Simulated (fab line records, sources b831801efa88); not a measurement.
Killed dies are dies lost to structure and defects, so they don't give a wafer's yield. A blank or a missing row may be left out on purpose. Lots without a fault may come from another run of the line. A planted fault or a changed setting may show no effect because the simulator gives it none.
fab line records | flow sky130
record lots=5 wafers=15 last_day=51
route steps=708 shown POLY_CUT@317 SD_P@320 RES_XHIGH@332 SD_N@342 PAD_OPEN@708
lots that met no fault: from a run of the same line without faults
start_h: hours from the record's first day to the start of the lot's first wafer shown | wait_h: hours since the lot's step before | " the same as in the row above | L1.1+2: a row that stands for several wafers | - no value, or no start given | * or withheld: withheld | < > ~ a bound
route shown NAME@n: a module of which the file shows steps, and the number in the route of the first | usual: mean/standard deviation of fault-free wafers | same: alike in all rows | chamber/n: place in a boat | sites: the reading at each site | _std_site: their standard deviation | _edge_site: outer sites' mean less inner sites' | radius_mm: how far each site lies from the wafer's centre | mask NAME#n: copy n | behind: the tool/chamber that last shaped the wafer | hold: why the lot was held/for how many hours/how that ended | device: the transistor (n, p or np) that didn't switch | end of line: the same wafers' tests at the end of the route | a step without rows: its recipe alone | killed: dies lost to structure and defects at the first sort, not the wafer's yield | map: a wafer's dies, x killed, . not, _ none there
set.NAME: the setting as run; set.NAME@STEP: as run at that earlier step | model.NAME: the simulator's own value behind a step, which no gauge read
lots at some steps of the route; a table a step, a row a wafer
services: from which hour (start_h, from the record's first day; less than 0 if before it) a tool's chamber was out of use, for how many hours, and why
## steps
# step SKY_POLY_CUT_ETCH_10
# recipe chemistry=N2/H2 target=BARC ion_energy_ev=200 source_w=500 bias_w=100 pressure_mtorr=30 n2_flow_sccm=100 h2_flow_sccm=200 stop_on=SiO2 time_s=45.9 target_depth_a=600
# step SKY_POLY_CUT_ETCH_11
# recipe target=Si3N4 chemistry=CF4/CH2F2/Ar stop_on=poly-Si source_w=600 bias_w=150 pressure_mtorr=40 cf4_flow_sccm=40 ch2f2_flow_sccm=20 Ar_flow_sccm=150 time_s=42.5 target_depth_a=600
# step SKY_POLY_CUT_STRIP_12
# recipe chemistry=O2/N2 power_w=1400 pressure_mtorr=1500 platen_temp_c=withheld o2_flow_sccm=3000 n2_flow_sccm=300 overash_fraction=0.5
# step SKY_SD_P_DEHYDRATE_00
# recipe temp_c=200 time_s=60
# step SKY_SD_P_HMDS_01
# recipe prime_time_s=60 prime_temp_c=120
# step SKY_SD_P_COAT_02
# recipe resist=NOVOLAK spin_rpm=3000 resist_thk_nm=1140
# step SKY_SD_P_SOFTBAKE_03
# recipe temp_c=90 time_s=60 resist=NOVOLAK
# step SKY_SD_P_EXPOSE_04
# recipe mask_id=PSDM na=0.6 source_shape=conventional sigma_outer=0.6 polarization=unpolarized target_cd_nm=380 dose_mj=138
# step SKY_SD_P_PEB_05
# recipe temp_c=withheld time_s=* resist=NOVOLAK
# step SKY_SD_P_DEVELOP_06
# recipe resist=NOVOLAK developer=TMAH develop_time_s=60 dev_temp_c=23
# step SKY_SD_P_IMPLANT_09
# recipe species=BF2 energy_kev=20 dose_cm2=3e+15 tilt_deg=0
# columns lot.wafer tool chamber start_h wait_h
L602.1+4+5 implanter-03 0 622.09 0.0
L614.4+5+6 implanter-03 0 712.67 0.1
L614.4+5+6 implanter-03 0 713.07 0.4
L617.2+3+6 implanter-03 0 732.67 0.0
L617.2+3+6 implanter-03 0 732.99 0.3
L618.1+3+4 implanter-02 0 740.14 0.0
L618.1+3+4 implanter-02 0 740.46 0.3
L623.1+2+3 implanter-02 0 777.79 0.0
# step SKY_SD_P_STRIP_10
# recipe chemistry=O2/N2 power_w=1400 pressure_mtorr=1500 platen_temp_c=withheld o2_flow_sccm=3000 n2_flow_sccm=300 overash_fraction=0.5
# usual drypump_motor_current_A=5.59/0.29 oes_product_au=0.618/0.0044 strip_time_to_endpoint_s=17.52/0.041
# same overash_fraction=0.5
# columns lot.wafer tool chamber start_h wait_h drypump_motor_current_A oes_product_au rf_hours_counter_h strip_time_to_endpoint_s
L602.1 plasma_asher-02 0 622.24 0.1 5.69 0.622 92 17.47
L602.4 " 1 " " 5.96 0.618 - 17.44
L602.5 " 1 " " 5.96 0.615 - 17.46
L614.4 plasma_asher-03 0 713.18 0.1 5.30 0.592 - 18.99
L614.5 " 0 " " 5.31 0.584 - 18.97
L614.6 " 1 " " 5.26 0.589 - 19.00
L617.2 plasma_asher-04 1 733.11 0.1 5.86 0.582 31 18.96
L617.3 " 0 " " 5.92 0.588 - 18.95
L617.6 " 0 " " 5.91 0.584 - 18.97
L618.1 plasma_asher-04 1 740.61 0.1 5.85 0.586 32 18.98
L618.3 " 1 " " 5.86 0.579 - 18.97
L618.4 " 0 " " 5.90 0.585 - 18.93
L623.1 plasma_asher-03 0 777.94 0.1 5.31 0.624 96 17.52
L623.2 " 1 " " 5.27 0.620 96 17.49
L623.3 " 0 " " 5.34 0.624 - 17.51
# step SKY_SD_P_TW_MEAS_11
# usual SD_P_TW=2804/24
# columns lot.wafer tool chamber start_h wait_h SD_P_TW
L602.1 film_metro-04 - 622.34 0.1 2857
L602.4 " - " " 2851
L602.5 " - " " 2848
L614.4 film_metro-02 - 713.33 0.1 3090
L614.5 " - " " 3090
L614.6 " - " " 3073
L617.2 film_metro-03 - 733.22 0.1 3059
L617.3 " - " " 3067
L617.6 " - " " 3072
L618.1 film_metro-03 - 740.71 0.1 3065
L618.3 " - " " 3058
L618.4 " - " " 3082
L623.1 film_metro-02 - 778.04 0.1 2784
L623.2 " - " " 2805
L623.3 " - " " 2805
# step SKY_RES_XHIGH_DEHYDRATE_00
# recipe temp_c=200 time_s=60
# step SKY_RES_XHIGH_HMDS_01
# recipe prime_time_s=60 prime_temp_c=120
# step SKY_RES_XHIGH_COAT_02
# recipe resist=NOVOLAK spin_rpm=3000 resist_thk_nm=1140
# step SKY_RES_XHIGH_SOFTBAKE_03
# recipe temp_c=90 time_s=60 resist=NOVOLAK
# step SKY_RES_XHIGH_EXPOSE_04
# recipe mask_id=URPM na=0.6 source_shape=conventional sigma_outer=0.6 polarization=unpolarized target_cd_nm=1270 dose_mj=140
# step SKY_RES_XHIGH_PEB_05
# recipe temp_c=withheld time_s=* resist=NOVOLAK
# step SKY_RES_XHIGH_DEVELOP_06
# recipe resist=NOVOLAK developer=TMAH develop_time_s=60 dev_temp_c=23
# step SKY_RES_XHIGH_IMPLANT_07
# recipe species=BF2 energy_kev=20 dose_cm2=3.6e+14 tilt_deg=0
# step SKY_RES_XHIGH_STRIP_08
# recipe chemistry=O2/N2 power_w=1400 pressure_mtorr=1500 platen_temp_c=withheld o2_flow_sccm=3000 n2_flow_sccm=300 overash_fraction=0.5
# step SKY_SD_N_DEHYDRATE_00
# recipe temp_c=200 time_s=60
# step SKY_SD_N_HMDS_01
# recipe prime_time_s=60 prime_temp_c=120
# step SKY_SD_N_COAT_02
# recipe resist=NOVOLAK spin_rpm=3000 resist_thk_nm=1140
# step SKY_SD_N_SOFTBAKE_03
# recipe temp_c=90 time_s=60 resist=NOVOLAK
# step SKY_SD_N_EXPOSE_04
# recipe mask_id=NSDM na=0.6 source_shape=conventional sigma_outer=0.6 polarization=unpolarized target_cd_nm=380 dose_mj=141
# step SKY_SD_N_PEB_05
# recipe temp_c=withheld time_s=* resist=NOVOLAK
# step SKY_SD_N_DEVELOP_06
# recipe resist=NOVOLAK developer=TMAH develop_time_s=60 dev_temp_c=23
# step SKY_SD_N_IMPLANT_09
# recipe species=As energy_kev=50 dose_cm2=4e+15 tilt_deg=0
# step SKY_SD_N_IMPLANT_10
# recipe species=P energy_kev=20 dose_cm2=1e+14 tilt_deg=0
# step SKY_SD_N_STRIP_11
# recipe chemistry=O2/N2 power_w=1400 pressure_mtorr=1500 platen_temp_c=withheld o2_flow_sccm=3000 n2_flow_sccm=300 overash_fraction=0.5
# step SKY_SD_N_CLEAN_13
# recipe chemistry=SC1/SC2 mix=1:4:20 temp_c=70 time_s=150 dry=n2_spin
# step SKY_SD_N_RTA_14
# recipe temp_c=1075 time_s=2 idle_temp_c=650 ramp_up_c_per_s=150 ramp_down_c_per_s=90 ambient=N2
# step SKY_SD_N_RS_MEAS_17
# recipe thk_meas_gauge=four-point-probe
# usual SD_P_RS=147.1/0.4
# columns lot.wafer tool chamber start_h wait_h SD_P_RS[ohm/sq]
L602.1 film_metro-04 - 680.10 0.1 147.3
L602.4 " - " " 147.6
L602.5 " - " " 147.8
L614.4 film_metro-04 - 769.76 0.1 138.0
L614.5 " - " " 137.7
L614.6 " - " " 138.0
L617.2 film_metro-02 - 789.12 0.1 137.3
L617.3 " - " " 137.3
L617.6 " - " " 137.4
L618.1 film_metro-02 - 796.15 0.1 137.6
L618.3 " - " " 137.3
L618.4 " - " " 137.2
L623.1 film_metro-02 - 833.35 0.1 147.1
L623.2 " - " " 146.9
L623.3 " - " " 147.3
# step SKY_PAD_OPEN_PROBE_99
# usual killed_at_M0_to_M3=42/6.7 killed_at_M4_up=3.0/1.9 killed_at_contacts=24/5.3 killed_at_front_end=16/4.3 killed_at_other=0.4/0.71 killed_dies=85/9.6 killed_open=46/6.5 killed_short=39/6.7
# same gross_dies=492 killed_at_back_side=0
# columns lot.wafer tool chamber start_h wait_h killed_at_M0_to_M3 killed_at_M4_up killed_at_contacts killed_at_front_end killed_at_other killed_dies killed_open killed_short model.etest.res_pdiff.line_ohm_um model.etest.res_high_po.line_ohm_um model.etest.licon_high_po.rc_ohm model.etest.pfet_g5v0d10v5.r_on_ohm_um model.etest.licon_pdiff.rc_ohm model.etest.pfet_01v8.r_on_ohm_um model.etest.res_high_po.rs_ohm_sq model.etest.res_pdiff_hv.rs_ohm_sq
L602.1 prober-02 - 1112.23 0.1 53 1 16 14 0 84 44 39 1364 763.1 360.3 4811 590.9 2914 270.5 190.8
L602.4 prober-02 - 1112.38 0.2 41 2 23 13 0 79 36 41 1359 750.9 370.9 4745 585.5 2964 266.8 191.8
L602.5 prober-02 - 1112.43 0.2 48 2 28 14 0 92 52 40 1376 762.3 348.9 4818 595.8 2979 268.3 192.4
L614.4 prober-01 - 1176.82 0.2 38 0 24 12 0 74 33 40 1134 505.3 195.7 4643 466.9 2916 177.6 159.9
L614.5 prober-01 - 1176.87 0.2 45 4 26 21 1 97 49 45 1150 492.2 187.2 4688 473.5 2955 174.6 160.8
L614.6 prober-01 - 1176.92 0.2 42 4 38 15 0 99 52 47 1160 493.6 196.7 4706 470.2 2917 177.7 159.8
L617.2 prober-01 - 1185.73 0.1 42 6 29 19 0 96 48 48 1173 509.1 180.6 4659 481.7 2726 177.2 158.8
L617.3 prober-01 - 1185.78 0.2 47 5 34 19 0 105 59 46 1158 516.6 190.6 4684 475.3 2785 177.6 160.7
L617.6 prober-01 - 1185.93 0.2 47 8 24 30 0 109 51 58 1174 517.2 190.9 4683 473.1 2777 181.9 161.4
L618.1 prober-02 - 1193.97 0.1 38 6 18 17 0 79 43 36 1136 524.7 200.7 4640 492.9 2840 185.2 157.7
L618.3 prober-02 - 1194.07 0.2 41 3 39 15 2 100 50 50 1126 527.7 193.6 4501 469.2 2766 182.9 156.4
L618.4 prober-02 - 1194.12 0.2 37 4 32 12 0 85 40 45 1117 519.8 202.5 4627 464.2 2852 182.2 157.7
L623.1 prober-01 - 1217.01 0.1 43 2 23 19 0 87 43 44 1392 740.4 357.3 4694 603.1 2908 261 191.1
L623.2 prober-01 - 1217.06 0.1 48 3 26 14 1 92 49 40 1406 736.1 354.7 4771 598.8 2935 262.5 189.8
L623.3 prober-01 - 1217.11 0.2 38 3 15 19 1 76 42 34 1427 736.8 355.7 4696 595.1 2895 259.6 192.5
# killed by level:class
L602.1 VIA1:geometric_particle:open=10 VIA1:geometric_particle:short=7 METAL2:geometric_particle:short=7 LI_CONTACT:geometric_particle:open=5 VIA2:geometric_particle:open=5 VIA3:geometric_particle:open=5 METAL3:geometric_particle:short=5 FIELD_ISO:geometric_particle:open=4
L602.4 VIA1:geometric_particle:open=10 METAL1:geometric_particle:short=7 LOCAL_INTERCONNECT:geometric_particle:short=5 CONTACT:geometric_particle:short=5 CONTACT:geometric_particle:open=5 VIA3:geometric_particle:open=5 METAL2:geometric_particle:short=5 FIELD_ISO:geometric_particle:short=4
L602.5 CONTACT:geometric_particle:open=10 VIA2:geometric_particle:open=9 LI_CONTACT:geometric_particle:open=8 VIA1:geometric_particle:open=8 METAL1:geometric_particle:short=6 FIELD_ISO:geometric_particle:short=5 VIA2:geometric_particle:short=5 VIA1:geometric_particle:short=4
L614.4 CONTACT:geometric_particle:open=9 METAL2:geometric_particle:short=7 VIA2:geometric_particle:open=7 CONTACT:geometric_particle:short=6 LOCAL_INTERCONNECT:geometric_particle:short=6 VIA1:geometric_particle:short=5 POLY_GATE:geometric_particle:short=4 METAL1:geometric_particle:short=4
L614.5 VIA1:geometric_particle:open=12 LI_CONTACT:geometric_particle:open=7 LOCAL_INTERCONNECT:geometric_particle:short=7 VIA2:geometric_particle:open=6 CONTACT:geometric_particle:open=6 VIA3:geometric_particle:open=6 POLY_GATE:geometric_particle:open=5 METAL2:geometric_particle:short=5
L614.6 CONTACT:geometric_particle:open=11 VIA3:geometric_particle:open=10 LI_CONTACT:geometric_particle:open=9 VIA1:geometric_particle:open=8 METAL1:geometric_particle:short=7 CONTACT:geometric_particle:short=6 FIELD_ISO:geometric_particle:short=5 LOCAL_INTERCONNECT:geometric_particle:short=5
L617.2 CONTACT:geometric_particle:open=13 VIA1:geometric_particle:open=10 CONTACT:geometric_particle:short=7 FIELD_ISO:geometric_particle:short=6 VIA1:geometric_particle:short=6 VIA3:geometric_particle:open=6 FIELD_ISO:geometric_particle:open=5 METAL2:geometric_particle:short=5
L617.3 CONTACT:geometric_particle:open=17 VIA1:geometric_particle:open=10 VIA2:geometric_particle:open=10 CONTACT:geometric_particle:short=8 FIELD_ISO:geometric_particle:short=6 LOCAL_INTERCONNECT:geometric_particle:short=6 FIELD_ISO:geometric_particle:open=5 METAL1:geometric_particle:short=5
L617.6 VIA1:geometric_particle:open=13 FIELD_ISO:geometric_particle:open=9 POLY_GATE:geometric_particle:short=7 CONTACT:geometric_particle:open=7 METAL4:geometric_particle:short=7 CONTACT:geometric_particle:short=6 METAL1:geometric_particle:short=6 POLY_GATE:geometric_particle:open=5
L618.1 VIA2:geometric_particle:open=9 POLY_GATE:geometric_particle:open=7 METAL1:geometric_particle:short=7 LI_CONTACT:geometric_particle:open=6 CONTACT:geometric_particle:open=5 FIELD_ISO:geometric_particle:open=4 CONTACT:geometric_particle:short=4 METAL2:geometric_particle:short=4
L618.3 CONTACT:geometric_particle:open=17 CONTACT:geometric_particle:short=9 VIA1:geometric_particle:open=7 VIA3:geometric_particle:open=7 METAL1:geometric_particle:short=6 LOCAL_INTERCONNECT:geometric_particle:short=6 LI_CONTACT:geometric_particle:open=5 VIA3:geometric_particle:short=5
L618.4 CONTACT:geometric_particle:open=11 CONTACT:geometric_particle:short=8 LI_CONTACT:geometric_particle:short=6 METAL2:geometric_particle:short=6 VIA3:geometric_particle:open=6 FIELD_ISO:geometric_particle:short=5 LI_CONTACT:geometric_particle:open=5 METAL1:geometric_particle:short=5
L623.1 VIA1:geometric_particle:open=10 METAL1:geometric_particle:short=7 CONTACT:geometric_particle:short=7 FIELD_ISO:geometric_particle:short=6 FIELD_ISO:geometric_particle:open=6 LI_CONTACT:geometric_particle:open=5 CONTACT:geometric_particle:open=5 VIA3:geometric_particle:open=5
L623.2 CONTACT:geometric_particle:open=14 VIA1:geometric_particle:open=10 VIA1:geometric_particle:short=6 VIA3:geometric_particle:open=6 VIA2:geometric_particle:open=5 FIELD_ISO:geometric_particle:open=4 LOCAL_INTERCONNECT:geometric_particle:short=4 CONTACT:geometric_particle:short=4
L623.3 VIA1:geometric_particle:open=9 CONTACT:geometric_particle:open=6 CONTACT:geometric_particle:short=6 VIA3:geometric_particle:open=6 FIELD_ISO:geometric_particle:open=5 POLY_GATE:geometric_particle:open=5 METAL2:geometric_particle:short=5 VIA1:geometric_particle:short=4
## services
# columns tool chamber start_h hours kind
implanter-02 - 623.79 3.5 pm
plasma_asher-04 - 657.61 13.8 repair
plasma_asher-03 - 678.87 4.3 pm
implanter-02 - 678.92 6.2 repair
implanter-03 - 691.28 1.4 repair
plasma_asher-02 - 698.95 0.7 repair
implanter-02 - 705.37 4.7 pm
plasma_asher-02 - 733.75 9.0 pm
plasma_asher-02 0 733.75 9.0 vent_cycle
plasma_asher-02 1 733.75 9.0 vent_cycle
plasma_asher-02 0 742.75 - clean
plasma_asher-02 1 742.75 - clean
implanter-03 - 766.41 3.0 repair
## key
first_sign step=SKY_SD_P_IMPLANT_09 reading=visit direction=added
effect step=SKY_SD_P_STRIP_10 reading=strip_time_to_endpoint_s direction=up sigmas=35 usual=* struck=*
effect step=SKY_SD_P_TW_MEAS_11 reading=SD_P_TW direction=up sigmas=11 usual=2804 struck=3073
effect step=SKY_SD_N_RS_MEAS_17 reading=SD_P_RS direction=down sigmas=24 usual=147.1 struck=137.5
model_effect step=SKY_PAD_OPEN_PROBE_99 value=etest.res_pdiff.line_ohm_um without=1370 struck=1148
met_at SKY_SD_P_IMPLANT_09
struck_wafers L614.4,L614.5,L614.6,L617.2,L617.3,L617.6,L618.1,L618.3,L618.4
tester_left_out L614,L617,L618
fault kind=repeated_step_whole tool=implanter-01,implanter-02,implanter-03 chamber=- onset_h=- steps=SKY_SD_P_IMPLANT_09 times=1 scope=struck_lots_only
# tester_left_out: of these lots the tester's yield and bins aren't shown, on N5 and GAA mostly nor the transistor test; their killed dies are dies lost to structure and defects alone, not to doping, threshold or leakage, so they don't give the yield
